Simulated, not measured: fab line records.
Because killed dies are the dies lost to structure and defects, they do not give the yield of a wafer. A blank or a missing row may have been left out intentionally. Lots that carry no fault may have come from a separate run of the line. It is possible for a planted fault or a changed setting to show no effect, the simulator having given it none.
Problem report in the 8D (eight disciplines) form, filled by code / flow sky130 / the parts of the form that need people (team, actions taken, sign-off) are left out

1. THE ISSUE
killedAtOther at SKY_PAD_OPEN_PROBE_99 reads a mean of 30.2 on 4 wafers of 2 lots; wafers without a fault read 0.3 with a standard deviation of 0.56. Measured from the usual mean, that is +53 standard deviations.
First observed at day 50 00:38: wafer L579.3, on prober-01. At this step, 9 wafers from 3 lots have a number in the record. Rule for "out", or "out of limits": more than 4 standard deviations from the usual mean. All remaining wafers that have a number are taken as sound.

2. WHAT IT IS, AND WHAT IT ISN'T
question=which readings at this step | is=killedAtOther | is not=killed_at_M0_to_M3, killed_at_M4_up, killedAtFrontEnd, killedShort
question=which lots | is=L579, L583 | is not=L571
question=which wafers of those lots | is=L579.3, L583.1, L583.4, L583.6 | is not=L579.2, L579.4
question=read on which tools | is=prober-01 | is not=prober-02
question=when | is=from day 50 00:38 | is not=up to then (4 sound wafers); but 1 sound wafer of L579 came after

3. THE SUSPECTS, EACH WITH WHAT RULES IT OUT
Counting: a tool at a process step up to the reading stays a suspect if it ran every lot that is out. Sound lots after the first of them don't rule it out here, since some wafers of a struck lot are sound.
- plasmaAsher-04 at SKY_RES_XHIGH_STRIP_08 (strips in O2/N2): kept. It ran every lot that is out, first L579 (day 32 20:31).
- prober-01 at SKY_PAD_OPEN_PROBE_99: kept. It ran every lot that is out, first L579 (day 50 00:35). Its own killedAtOther readings are out on those wafers.
- At SKY_RES_XHIGH_STRIP_08 on plasmaAsher-04, chamber 0 took the sound wafers of the same lots and chamber 1 took the wafers that are out.
After counting, plasmaAsher-04 at SKY_RES_XHIGH_STRIP_08 and prober-01 at SKY_PAD_OPEN_PROBE_99 remain.

4. THE CAUSE (what the simulator had put in)
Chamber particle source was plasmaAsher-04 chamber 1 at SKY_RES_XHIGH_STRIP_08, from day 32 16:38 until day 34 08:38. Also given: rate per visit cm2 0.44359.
2 suspects survive the count, and this tool is in that group.

5. THE EFFECT CHAIN, in route order
One row per reading whose mean, taken over the struck wafers that have a number, lies over 3 standard deviations from the usual. Readings are gone through only where the record gives a usual standard deviation; hours: the median, over the lots, of the time from a lot's start at the first step in this table giving one to that lot's start at this step; sigmas: the change measured in usual standard deviations.
hours=0; step=SKY_PAD_OPEN_PROBE_99; reading=killedAtOther; usual=0.3; on struck wafers=30.2; change=+29.9; sigmas=+53
The process steps in it:
- SKY_PAD_OPEN_PROBE_99

6. WHAT WOULD HAVE CAUGHT IT SOONER
First out-of-limits reading in this record: day 50 00:38, which is 416 hours after fault onset at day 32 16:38.
No tool reading at SKY_RES_XHIGH_STRIP_08 that has a usual standard deviation in the record was out on any struck wafer, so an alarm limit of 4 standard deviations on those readings would not have fired.
Each of the lots that are out, 2 in all, had begun SKY_RES_XHIGH_STRIP_08 on plasmaAsher-04 no later than day 50 00:38. Tool hold at that time: it would have spared none of them.
